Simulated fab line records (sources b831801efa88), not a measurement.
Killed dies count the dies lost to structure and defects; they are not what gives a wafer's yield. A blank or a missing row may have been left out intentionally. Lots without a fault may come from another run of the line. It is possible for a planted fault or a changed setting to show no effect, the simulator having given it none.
Matching of chambers / flow sky130 / SKY_CONTACT_CMP_27 on cmp-02: 4 sister chambers
The step polishes, stops on SiO2, t overpolish 15 s, target thk 0 nm. 8 wafers are shown with their chamber, then 12 later ones without.

EACH WAFER AND ITS CHAMBER
wafer=L079.5; chamber=1; motor current A (A)=10.5; time to endpoint s (s)=80
wafer=L081.6; chamber=3; motor current A (A)=11.1; time to endpoint s (s)=82
wafer=L082.2; chamber=1; motor current A (A)=10.6; time to endpoint s (s)=79
wafer=L082.4; chamber=2; motor current A (A)=12.8; time to endpoint s (s)=80
wafer=L082.6; chamber=0; motor current A (A)=11.2; time to endpoint s (s)=78
wafer=L088.2; chamber=2; motor current A (A)=12.9; time to endpoint s (s)=84
wafer=L088.4; chamber=3; motor current A (A)=10.9; time to endpoint s (s)=84
wafer=L088.6; chamber=0; motor current A (A)=11.0; time to endpoint s (s)=77

WAFERS WITHOUT THEIR CHAMBER
wafer=L090.4; motor current A (A)=10.5; time to endpoint s (s)=85
wafer=L090.5; motor current A (A)=13.3; time to endpoint s (s)=84
wafer=L090.6; motor current A (A)=11.5; time to endpoint s (s)=83
wafer=L091.2; motor current A (A)=10.1; time to endpoint s (s)=79
wafer=L091.3; motor current A (A)=12.8; time to endpoint s (s)=80
wafer=L091.6; motor current A (A)=10.0; time to endpoint s (s)=79
wafer=L094.3; motor current A (A)=10.9; time to endpoint s (s)=75
wafer=L094.5; motor current A (A)=10.1; time to endpoint s (s)=75
wafer=L094.6; motor current A (A)=13.0; time to endpoint s (s)=78
wafer=L095.1; motor current A (A)=13.0; time to endpoint s (s)=80
wafer=L095.4; motor current A (A)=10.9; time to endpoint s (s)=81
wafer=L095.5; motor current A (A)=13.4; time to endpoint s (s)=80

WHICH CHAMBER EACH WENT THROUGH
wafer=L090.4; from the rows above=can't be placed: 1 or 3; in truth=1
wafer=L090.5; from the rows above=2; in truth=2
wafer=L090.6; from the rows above=can't be placed: 3 or 0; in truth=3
wafer=L091.2; from the rows above=1; in truth=1
wafer=L091.3; from the rows above=2; in truth=2
wafer=L091.6; from the rows above=1; in truth=1
wafer=L094.3; from the rows above=can't be placed: 0 or 1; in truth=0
wafer=L094.5; from the rows above=1; in truth=1
wafer=L094.6; from the rows above=2; in truth=2
wafer=L095.1; from the rows above=2; in truth=2
wafer=L095.4; from the rows above=can't be placed: 3 or 0 or 1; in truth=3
wafer=L095.5; from the rows above=2; in truth=2
Placed correctly: 8 of 12. Unplaceable from these rows: 4, with the true chamber sitting among the candidates in 4. Number placed wrongly: 0.
How it was worked out, from the rows above alone: a wafer's distance from a chamber is the root of the sum, over the readings, of the square of ((its reading less the chamber's mean) divided by the reading's scatter). If the next closest chamber is less than 2 further off than the closest, the wafer can't be placed; otherwise it belongs to the closest. The mean given for a chamber averages the wafers shown for that chamber. How the scatter is found: for the shown wafers, subtract from each reading the mean of its chamber, square and add these, divide the total by (wafers less chambers), then take the root.
